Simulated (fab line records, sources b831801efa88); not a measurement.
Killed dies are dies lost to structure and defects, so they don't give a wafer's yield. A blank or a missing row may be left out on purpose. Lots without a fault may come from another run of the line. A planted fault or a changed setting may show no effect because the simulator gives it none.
A struck lot beside a sound one | flow sky130 | 15 steps out of a route of 708
Sound: wafers L721.3, L721.4, L721.5. Struck: wafers L732.1, L732.5, L732.6. The cause comes at the end.
At each step with rows: each side's tool, then ch and its chambers, then its first start. Under that, the readings that differ: sound wafers | struck wafers | difference of the means | sigmas: that difference in standard deviations of wafers without a fault.
alike: readings whose means differ by less than 2 such deviations, and words and numbers that are the same on both sides. not compared: withheld readings, readings that some wafer has no value for, bounds like >300 that may hide the same value, and numbers for which the record gives no deviation and whose values overlap.
The two part at a step that has a row with sigmas, a row that says differs or no value, or rows on one side only. Numbers that don't overlap but have no deviation are shown without sigmas and don't part them. A reading that every wafer of one side lacks parts them only if that side has two wafers or more.

first, 7 steps without rows for these wafers: SKY_RES_XHIGH_HMDS_01 (prime time 60 s); SKY_RES_XHIGH_COAT_02 (resist thk 1140 nm); SKY_RES_XHIGH_SOFTBAKE_03 (time 60 s); SKY_RES_XHIGH_EXPOSE_04 (exposes mask URPM, target cd 1270 nm); SKY_RES_XHIGH_PEB_05; SKY_RES_XHIGH_DEVELOP_06 (develop time 60 s); SKY_RES_XHIGH_IMPLANT_07.
SKY_RES_XHIGH_STRIP_08: strips in O2/N2.
  sound on plasma_asher-04 ch 0,1, day 29 18:14; struck on plasma_asher-04 ch 0,1, day 33 01:27
  alike: drypump_motor_current_A, oes_product_au, strip_time_to_endpoint_s
  not compared: rf_hours_counter_h
SKY_RES_XHIGH_TW_MEAS_09:
  sound on film_metro-01, day 29 18:19; struck on film_metro-01, day 33 01:33
  alike: RES_XHIGH_TW
then, 3 steps without rows for these wafers: SKY_SD_N_DEHYDRATE_00 (time 60 s); SKY_SD_N_HMDS_01 (prime time 60 s); SKY_SD_N_COAT_02 (resist thk 1140 nm).
SKY_SD_N_SOFTBAKE_03: time 60 s.
  sound on litho_track-04 ch 0, day 30 08:44; struck on litho_track-01 ch 0, day 33 14:33
  reading                  | sound             | struck            | difference | sigmas
  heater_power_total_W (W) | 56.54 56.60 56.59 | 57.61 57.70 57.71 | +1.10      | +27
  plate_temp_C (C)         | 89.97 89.98 89.79 | 91.19 91.17 91.18 | +1.27      | +12
then, 1 step without rows for these wafers: SKY_SD_N_EXPOSE_04 (exposes mask NSDM, target cd 380 nm).
-- the record jumps here: 17 days lie between the struck wafers' starts before and after (it left off in module SD_N and takes up again in module PAD_OPEN, whose first step shown is number 708 of the route) --
SKY_PAD_OPEN_PROBE_99:
  sound on prober-02, day 48 00:52; struck on prober-01, day 50 04:29
  alike: killed_at_M0_to_M3, killed_at_M4_up, killed_at_contacts, killed_at_front_end, killed_at_other, killed_dies, killed_open, killed_short

WHERE THEY PART
Only at SKY_SD_N_SOFTBAKE_03, within this record. Later steps at which nothing parts them and some readings are alike: SKY_PAD_OPEN_PROBE_99.

WHY: what the simulator had put in
Process parameter drift: litho_track-01, from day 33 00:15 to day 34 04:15, at SKY_SD_N_SOFTBAKE_03. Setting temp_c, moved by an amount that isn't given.
